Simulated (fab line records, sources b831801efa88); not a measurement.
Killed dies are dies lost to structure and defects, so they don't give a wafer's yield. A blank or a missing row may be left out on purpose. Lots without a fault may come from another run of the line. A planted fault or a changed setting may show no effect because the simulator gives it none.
One fault seen from 2 desks | flow gf180mcu | each desk has only its own numbers; what lay behind them comes last

THE TOOL OWNER'S DESK: implanter-03
The tool's own readings at GF_HV_LDD_IMPLANT_35: means of the sampled wafers that have a number, for each lot that ran on this tool. A lot is out of limits, marked OUT, if its mean lies more than 4 standard deviations from the usual mean; the brackets give that distance.
Columns: A = dose_ions_cm2 at GF_HV_LDD_IMPLANT_35, usual 7.499e+12; B = faraday_current_uA at GF_HV_LDD_IMPLANT_35, usual 42.3
lot  | first seen here | A                           | B
L310 | day 12 00:32    | 7.485e+12                   | 43.0
L315 | day 13 02:20    | 7.508e+12                   | 42.4
L323 | day 16 02:03    | 5.651e+12 (-99 or more) OUT | 31.6 (-13) OUT
L325 | day 16 09:10    | 5.658e+12 (-99 or more) OUT | 32.4 (-12) OUT
This desk's finding: out of limits on L323, L325; first on L323, day 16 02:03 (dose_ions_cm2 at GF_HV_LDD_IMPLANT_35). In limits: L310, L315.

THE METROLOGY DESK
What the gauges read, lot by lot, whatever tool the lot ran on: means of the sampled wafers that have a number. A lot is out of limits, marked OUT, if its mean lies more than 4 standard deviations from the usual mean; the brackets give that distance.
Columns: A = HV_LDD_RS at GF_HV_LDD_RS_MEAS_53, usual 417.9 ohm/sq
lot  | first seen here | A
L310 | day 12 21:17    | 418.3
L312 | day 13 11:34    | 418.5
L313 | day 13 17:04    | 416.1
L314 | day 13 21:06    | 417.4
L315 | day 13 23:24    | 417.5
L318 | day 15 03:45    | 418.7
L319 | day 15 21:41    | 419.6
L323 | day 17 00:52    | 421.1
L324 | day 17 06:36    | 417.8
L325 | day 17 09:22    | 423.8 (+4.5) OUT
L331 | day 19 13:06    | 417.9
L332 | day 19 21:31    | 419.0
This desk's finding: out of limits on L325; first on L325, day 17 09:22 (HV_LDD_RS at GF_HV_LDD_RS_MEAS_53). In limits: L310, L312, L313, L314, L315, L318, L319, L323, L324, L331, L332.

PUT TOGETHER
The tool owner's desk could have raised an alarm at day 16 02:03, on L323, L325.
The metrology desk could have raised an alarm at day 17 09:22, on L325.
The metrology desk has L323 on record, within its limits.
Of the lots named, all ran GF_HV_LDD_IMPLANT_35 on implanter-03.

WHAT THE SIMULATOR HAD PUT IN
Process parameter drift: implanter-03, from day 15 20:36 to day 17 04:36, at GF_HV_LDD_IMPLANT_35. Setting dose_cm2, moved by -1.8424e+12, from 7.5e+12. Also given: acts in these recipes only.
Lots struck among those shown: L323, L325.
Hours from the fault's start to each desk's first reading out of limits: the tool owner's desk, 5; the metrology desk, 37.
